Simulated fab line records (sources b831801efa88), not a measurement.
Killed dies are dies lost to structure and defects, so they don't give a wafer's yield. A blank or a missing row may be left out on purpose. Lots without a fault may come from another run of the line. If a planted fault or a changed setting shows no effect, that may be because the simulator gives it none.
A struck lot beside a sound one ; flow gf180mcu ; 23 steps out of a route of 602
Sound: the wafers L489.1, L489.2, L489.3. The struck wafers were L478.1, L478.2, L478.6. The cause is given at the end.
At each step with rows: each side's tool, then ch and its chambers, then its first start. Under that, the readings that differ: sound wafers ; struck wafers ; difference of the means ; sigmas: that difference in standard deviations of wafers without a fault.
alike: readings with means less than 2 such deviations apart, plus words and numbers identical on both sides. not compared: withheld readings, readings lacking a value on some wafer, bounds such as >300 that could conceal the same value, and numbers that have no deviation in the record and whose values overlap.
Wherever a step has rows on one side only, a row that says differs or no value, or a row with sigmas, the two part there. Numbers that don't overlap but have no deviation are shown without sigmas and don't part them. A reading that every wafer of one side lacks parts them only if that side has two wafers or more.

first, 5 steps without rows for these wafers: GF_MVSD_COAT_02 (resist thk 3000 nm); GF_MVSD_SOFTBAKE_03; GF_MVSD_EXPOSE_04 (exposes mask MVSD, target cd 1000 nm); GF_MVSD_PEB_05; GF_MVSD_DEVELOP_06 (develop time 60 s).
GF_MVSD_OVL_MEAS_07:
  struck on overlay-01, day 6 16:19; sound on overlay-02, day 9 09:02
  alike: MVSD_OVL
then, 2 steps without rows for these wafers: GF_MVSD_IMPLANT_08; GF_MVSD_IMPLANT_09.
GF_MVSD_STRIP_10: strips in O2/N2.
  sound on plasma asher-01 ch 0,1, day 9 09:22; struck on plasma asher-01 ch 0,1, day 6 16:38
  alike: drypump motor current A, heater power w, oes product au, strip time to endpoint s
  not compared: rf hours counter h
GF_MVSD_TW_MEAS_11:
  struck on film metro-01, day 6 16:44; sound on film metro-04, day 9 09:28
  alike: MVSD_TW
then, 2 steps without rows for these wafers: GF_MVPSD_DEHYDRATE_00 (time 60 s); GF_MVPSD_HMDS_01 (prime time 60 s).
GF_MVPSD_COAT_02: resist thk 3000 nm.
  sound on litho track-02 ch 0, day 9 17:32; struck on litho track-03 ch 0, day 7 00:15
reading;sound;struck;difference;sigmas
model.coat_of_MVPSD_COAT_02.thk nm (nm);3012 2998 3010;1443 1445 1445;-1562;
  alike: resist line temp C
then, 3 steps without rows for these wafers: GF_MVPSD_SOFTBAKE_03; GF_MVPSD_EXPOSE_04 (exposes mask MVPSD, target cd 1000 nm); GF_MVPSD_PEB_05.
GF_MVPSD_DEVELOP_06: develop time 60 s.
  sound on litho track-04 ch 0; struck on litho track-02 ch 0
reading;sound;struck;difference;sigmas
model.coat_of_MVPSD_COAT_02.thk nm (nm);3011 2997 3008;1442 1443 1444;-1562;
  alike: resist line temp C
GF_MVPSD_OVL_MEAS_07:
  struck on overlay-02, day 7 07:56; sound on overlay-02, day 10 03:03
  alike: MVPSD_OVL
then, 2 steps without rows for these wafers: GF_MVPSD_IMPLANT_08; GF_MVPSD_IMPLANT_09.
GF_MVPSD_STRIP_10: strips in O2/N2.
  sound on plasma asher-02 ch 0,1, day 10 03:23; struck on plasma asher-01 ch 0,1, day 7 08:16
reading;sound;struck;difference;sigmas
drypump motor current A (A);6.9 5.7 6.9;5.3 5.8 5.3;-1.0;-2
strip time to endpoint s (s);37.08 36.93 37.07;18.79 18.81 18.84;-18.21;-99 or more
  alike: heater power w, oes product au
  not compared: rf hours counter h
GF_MVPSD_TW_MEAS_11:
  struck on film metro-01, day 7 08:22; sound on film metro-04, day 10 03:29
  alike: MVPSD_TW
-- the record jumps here: 25 days lie between the struck wafers' starts before and after (it left off in module MVPSD and takes up again in module PASSIVATION, whose first step shown is number 602 of the route) --
GF_PASSIVATION_PROBE_99:
  struck on prober-02, day 31 20:51; sound on prober-01, day 34 12:55
reading;sound;struck;difference;sigmas
hold;- - -;await dispo/5.0h/release await dispo/5.0h/release await dispo/5.0h/release;no value on the sound wafers;
model.etest.ldpmos_10p0.r on ohm um;1.131e+04 1.118e+04 1.124e+04;1.061e+04 1.057e+04 1.07e+04;-6.167e+02;
model.etest.ldpmos_10p0.drive ua um;254.4 256.6 255.1;274.9 274.4 271.9;+18.4;

## WHERE THEY PART
Last at GF_PASSIVATION_PROBE_99 as far as this record goes, first at GF_MVPSD_STRIP_10.

WHY: the cause the simulator had injected
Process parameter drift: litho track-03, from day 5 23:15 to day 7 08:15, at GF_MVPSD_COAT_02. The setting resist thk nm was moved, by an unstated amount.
